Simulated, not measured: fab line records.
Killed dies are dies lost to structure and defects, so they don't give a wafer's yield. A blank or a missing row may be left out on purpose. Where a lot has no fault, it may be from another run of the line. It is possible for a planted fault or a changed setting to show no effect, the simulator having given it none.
2 desks, one fault :: flow sky130 :: each desk has only its own numbers; what lay behind them comes last

== METROLOGY DESK ==
What the gauges read for every lot (on any tool): the sampled wafers with a number, averaged. Marked OUT: a lot whose mean sits more than 4 standard deviations from the usual mean, which makes it out of limits; the brackets give that distance.
Columns: A = FIELD_ISO_OXIDATION_00_THK at SKY_FIELD_ISO_THK_MEAS_02, usual 12.28 nm; B = PWDE_TW at SKY_PWDE_TW_MEAS_10, usual 374.5; C = VT_ADJUST_LVTN_OVL at SKY_VT_ADJUST_LVTN_OVL_MEAS_07, usual 0.7 nm; D = VT_ADJUST_LVTN_2_TW at SKY_VT_ADJUST_LVTN_TW_MEAS_21, usual 189.2
lot: L159
first seen here: day 1 17:34
A: 12.22
B: 375.5
C: 2.1
D: 188.4

lot: L162
first seen here: day 2 07:38
A: 12.51
B: 376.4
C: 0.6
D: 189.0

lot: L163
first seen here: day 2 13:14
A: 12.34
B: 374.2
C: 0.2
D: 189.3

lot: L164
first seen here: day 2 18:42
A: 12.23
B: 371.5
C: -0.5
D: 188.0

lot: L165
first seen here: day 3 00:02
A: 12.32
B: 374.5
C: -0.5
D: 188.4

lot: L166
first seen here: day 3 08:09
A: 12.33
B: 374.7
C: 0.7
D: 189.7

lot: L167
first seen here: day 3 11:05
A: 12.34
B: 375.0
C: -0.7
D: 191.3

lot: L169
first seen here: day 3 19:13
A: 12.32
B: 373.6
C: 0.4
D: 30.2 (-99 or more) OUT

lot: L170
first seen here: day 4 00:29
A: 12.33
B: 376.1
C: 1.0
D: 188.3

lot: L172
first seen here: day 4 10:41
A: 12.05
B: 373.4
C: 0.2
D: 189.6

lot: L173
first seen here: day 4 14:38
A: 11.77
B: 372.3
C: 1.0
D: 190.5

lot: L180
first seen here: day 6 02:37
A: 12.43
B: 374.5
C: -1.5
D: 189.3

lot: L181
first seen here: day 6 07:30
A: 12.28
B: 374.0
C: 0.3
D: 189.1
This desk reports L169 out of limits; the earliest was L169 at day 10 19:43 (VT_ADJUST_LVTN_2_TW at SKY_VT_ADJUST_LVTN_TW_MEAS_21). In limits: L159, L162, L163, L164, L165, L166, L167, L170, L172, L173, L180, L181.

== THE TOOL OWNER'S DESK: plasma-asher-01 ==
The tool's own readings at SKY_VT_ADJUST_LVTN_STRIP_09 (strips in O2/N2): means of the sampled wafers that have a number, for each lot that ran on this tool. Marked OUT: a lot whose mean sits more than 4 standard deviations from the usual mean, which makes it out of limits; the brackets give that distance.
Columns: A = chamber-pressure-mTorr at SKY_VT_ADJUST_LVTN_STRIP_09, usual 1500.1 mTorr; B = drypump-motor-current-A at SKY_VT_ADJUST_LVTN_STRIP_09, usual 5.7 A; C = oes-product-au at SKY_VT_ADJUST_LVTN_STRIP_09, usual 0.722 a.u.; D = strip-time-to-endpoint-s at SKY_VT_ADJUST_LVTN_STRIP_09, usual 36.97 s
lot: L159
first seen here: day 7 02:28
A: 1499.9
B: 5.3
C: 0.718
D: 36.97

lot: L163
first seen here: day 8 15:14
A: 1500.2
B: 5.4
C: 0.722
D: 36.99

lot: L167
first seen here: day 9 16:50
A: 1498.6
B: 5.5
C: 0.717
D: 36.90

lot: L169
first seen here: day 9 20:35
A: 1499.4
B: 5.4
C: 0.916 (+44) OUT
D: -
This desk's finding: out of limits on L169; first on L169, day 9 20:35 (oes-product-au at SKY_VT_ADJUST_LVTN_STRIP_09). In limits: L159, L163, L167.

== PUT TOGETHER ==
An alarm could have come from the tool owner's desk at day 9 20:35, on L169.
The metrology desk could have raised an alarm at day 10 19:43, on L169.
The lots listed all ran SKY_VT_ADJUST_LVTN_STRIP_09 on plasma-asher-01.

== WHAT THE SIMULATOR HAD PUT IN ==
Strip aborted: plasma-asher-01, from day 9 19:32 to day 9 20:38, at SKY_VT_ADJUST_LVTN_STRIP_09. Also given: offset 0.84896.
Lots struck among those shown: L169.
Hours from the fault's start to each desk's first reading out of limits: the tool owner's desk, 1; the metrology desk, 24.
